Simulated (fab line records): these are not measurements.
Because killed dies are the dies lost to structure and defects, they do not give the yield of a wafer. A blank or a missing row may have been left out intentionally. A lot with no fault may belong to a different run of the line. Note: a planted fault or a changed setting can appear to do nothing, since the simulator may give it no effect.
What tool caused it? :: flow sky130 :: 11 lots with 33 wafers sampled at 4 steps, on a route of 708 steps

== WHAT EACH GAUGE READ, for each wafer ==
SKY_PWDE_TW_MEAS_10.
lot: L188
measured: day 4 02:14
on: film-metro-01
PWDE_TW: 370.5 370.5 370.2

lot: L190
measured: day 4 12:26
on: film-metro-03
PWDE_TW: 371.2 372.8 372.1

lot: L193
measured: day 5 04:47
on: film-metro-01
PWDE_TW: 370.9 371.1 370.8

lot: L194
measured: day 5 14:17
on: film-metro-03
PWDE_TW: 373.4 373.4 372.2

lot: L195
measured: day 5 16:33
on: film-metro-02
PWDE_TW: 372.9 373.4 372.0

lot: L196
measured: day 6 03:43
on: film-metro-01
PWDE_TW: 370.0 368.6 369.2

lot: L197
measured: day 6 11:01
on: film-metro-01
PWDE_TW: 190.0 188.2 190.5

lot: L198
measured: day 6 15:29
on: film-metro-03
PWDE_TW: 187.8 189.1 191.6

lot: L204
measured: day 8 01:11
on: film-metro-03
PWDE_TW: 374.5 372.1 372.0

lot: L207
measured: day 8 12:28
on: film-metro-01
PWDE_TW: 365.6 366.9 368.5

lot: L209
measured: day 8 23:28
on: film-metro-02
PWDE_TW: 371.9 371.0 371.2

SKY_NWELL_RS_MEAS_31: the measuring method here is four-point-probe.
lot: L188
measured: day 5 14:14
on: film-metro-02
PWDE_RS (ohm/sq): 5272 5268 5280

lot: L190
measured: day 6 00:41
on: film-metro-02
PWDE_RS (ohm/sq): 5264 5255 5279

lot: L193
measured: day 6 18:20
on: film-metro-02
PWDE_RS (ohm/sq): 5284 5266 5274

lot: L194
measured: day 7 03:42
on: film-metro-03
PWDE_RS (ohm/sq): 5254 5254 5277

lot: L195
measured: day 7 08:19
on: film-metro-02
PWDE_RS (ohm/sq): 5239 5241 5257

lot: L196
measured: day 7 18:53
on: film-metro-01
PWDE_RS (ohm/sq): 5261 5252 5237

lot: L197
measured: day 8 03:20
on: film-metro-01
PWDE_RS (ohm/sq): - - -

lot: L198
measured: day 8 07:50
on: film-metro-01
PWDE_RS (ohm/sq): - - -

lot: L204
measured: day 9 19:34
on: film-metro-02
PWDE_RS (ohm/sq): 5245 5247 5258

lot: L207
measured: day 10 08:17
on: film-metro-02
PWDE_RS (ohm/sq): 5274 5271 5251

lot: L209
measured: day 10 20:39
on: film-metro-01
PWDE_RS (ohm/sq): 5279 5283 5272

SKY_LOCAL_INTERCONNECT_THK_MEAS_02: measures by xrf.
lot: L188
measured: day 29 13:32
on: film-metro-04
LOCAL_INTERCONNECT_TIN_THK (nm): 99.4 100.7 101.5

lot: L190
measured: day 30 02:46
on: film-metro-03
LOCAL_INTERCONNECT_TIN_THK (nm): 99.2 100.9 101.0

lot: L193
measured: day 31 03:18
on: film-metro-02
LOCAL_INTERCONNECT_TIN_THK (nm): 99.8 102.2 101.2

lot: L194
measured: day 31 16:07
on: film-metro-03
LOCAL_INTERCONNECT_TIN_THK (nm): 100.9 100.7 100.8

lot: L195
measured: day 31 19:41
on: film-metro-02
LOCAL_INTERCONNECT_TIN_THK (nm): 100.2 103.7 100.7

lot: L196
measured: day 32 12:56
on: film-metro-03
LOCAL_INTERCONNECT_TIN_THK (nm): 100.5 100.1 100.0

lot: L197
measured: day 32 21:14
on: film-metro-04
LOCAL_INTERCONNECT_TIN_THK (nm): 100.2 100.8 101.0

lot: L198
measured: day 33 03:58
on: film-metro-02
LOCAL_INTERCONNECT_TIN_THK (nm): 103.1 103.2 101.8

lot: L204
measured: day 35 01:31
on: film-metro-04
LOCAL_INTERCONNECT_TIN_THK (nm): 100.9 98.3 101.5

lot: L207
measured: day 35 13:08
on: film-metro-03
LOCAL_INTERCONNECT_TIN_THK (nm): 101.1 100.3 101.0

lot: L209
measured: day 36 05:54
on: film-metro-04
LOCAL_INTERCONNECT_TIN_THK (nm): 97.1 98.3 98.1

== WHAT TOOL EACH LOT RAN ON (gives the tool, then ch and the chambers of the sampled wafers, and finally the start) ==
lot: L188
SKY_PWDE_IMPLANT_08: implanter-02 ch 0, day 4 01:59

lot: L190
SKY_PWDE_IMPLANT_08: implanter-04 ch 0, day 4 12:11

lot: L193
SKY_PWDE_IMPLANT_08: implanter-04 ch 0, day 5 04:32

lot: L194
SKY_PWDE_IMPLANT_08: implanter-03 ch 0, day 5 14:03

lot: L195
SKY_PWDE_IMPLANT_08: implanter-02 ch 0, day 5 16:20

lot: L196
SKY_PWDE_IMPLANT_08: implanter-04 ch 0, day 6 03:30

lot: L197
SKY_PWDE_IMPLANT_08: implanter-02 ch 0, day 6 10:46

lot: L198
SKY_PWDE_IMPLANT_08: implanter-02 ch 0, day 6 15:14

lot: L204
SKY_PWDE_IMPLANT_08: implanter-03 ch 0, day 8 00:58

lot: L207
SKY_PWDE_IMPLANT_08: implanter-03 ch 0, day 8 12:13

lot: L209
SKY_PWDE_IMPLANT_08: implanter-03 ch 0, day 8 23:14
- SKY_PWDE_IMPLANT_08

== AS READ BY THE TOOLS THEMSELVES (means over the sampled wafers that have a number; for cases with no such wafer, the mark the record gives instead) ==
SKY_PWDE_IMPLANT_08.
lot: L188
tool: implanter-02
dose-ions-cm2: 3.6e+12
faraday-current-uA: 20.7

lot: L190
tool: implanter-04
dose-ions-cm2: 3.6e+12
faraday-current-uA: 20.1

lot: L193
tool: implanter-04
dose-ions-cm2: 3.6e+12
faraday-current-uA: 20.1

lot: L194
tool: implanter-03
dose-ions-cm2: 3.6e+12
faraday-current-uA: 20.0

lot: L195
tool: implanter-02
dose-ions-cm2: 3.6e+12
faraday-current-uA: 20.2

lot: L196
tool: implanter-04
dose-ions-cm2: 3.6e+12
faraday-current-uA: 20.3

lot: L197
tool: implanter-02
dose-ions-cm2: 3.6e+11
faraday-current-uA: 2.0

lot: L198
tool: implanter-02
dose-ions-cm2: 3.6e+11
faraday-current-uA: 2.1

lot: L204
tool: implanter-03
dose-ions-cm2: 3.6e+12
faraday-current-uA: 20.3

lot: L207
tool: implanter-03
dose-ions-cm2: 3.6e+12
faraday-current-uA: 20.2

lot: L209
tool: implanter-03
dose-ions-cm2: 3.6e+12
faraday-current-uA: 20.6

== THE ANSWER, worked out from the rows above alone ==
Rule: what is usual is taken from the lots themselves. Put in order of their means at a reading, lots are off if they are a third of the lots or fewer, leave a main group of 4 or more, and stand apart from it by a gap of 3 or more times the standard deviation of the main group's means; of several such gaps the widest counts. The tables above print the reading to a certain number of digits; a main group whose means all agree to those digits is not used. Also off: a lot with no number at a reading for which 4 or more lots have one. Where the step has rows for the other lots, those lots are counted as sound. After the gauges, taken in route order, come the tools' own readings; for these a lot's mean is taken, as printed above. At the first step where some lot is off, the reading lying furthest off is the one used; lots without a number count as furthest.
Off: L197, L198, at SKY_PWDE_TW_MEAS_10 (PWDE_TW). For the main group the mean is 371.1 and the standard deviation 1.9.
If a tool, at a process step before that reading, ran all the lots that are off and no sound lot after the first of them, it fits. Not tried: the gauges at SKY_PWDE_TW_MEAS_10; whatever is off there is also off at SKY_PWDE_IMPLANT_08, on other tools, and gauge error can't account for it. One fits: SKY_PWDE_IMPLANT_08 on implanter-02. A fault onset in the window from L195 (day 5 16:20, its last sound lot) to L197 (day 6 10:46, its first lot off) fits.
The tool's own readings at SKY_PWDE_IMPLANT_08 bear it out: on the lots that are off they differ by more than 5 times the standard deviation of the sound lots' means. dose-ions-cm2 reads 3.6e+11 there against 3.6e+12 on the sound lots; faraday-current-uA reads 2.0 there against 20.3 on the sound lots.

== WHAT THE SIMULATOR PUT IN ==
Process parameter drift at SKY_PWDE_IMPLANT_08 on implanter-02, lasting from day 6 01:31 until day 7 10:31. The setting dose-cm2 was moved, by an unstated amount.
Struck lots among those shown: L197, L198. This agrees with what the rule above found.
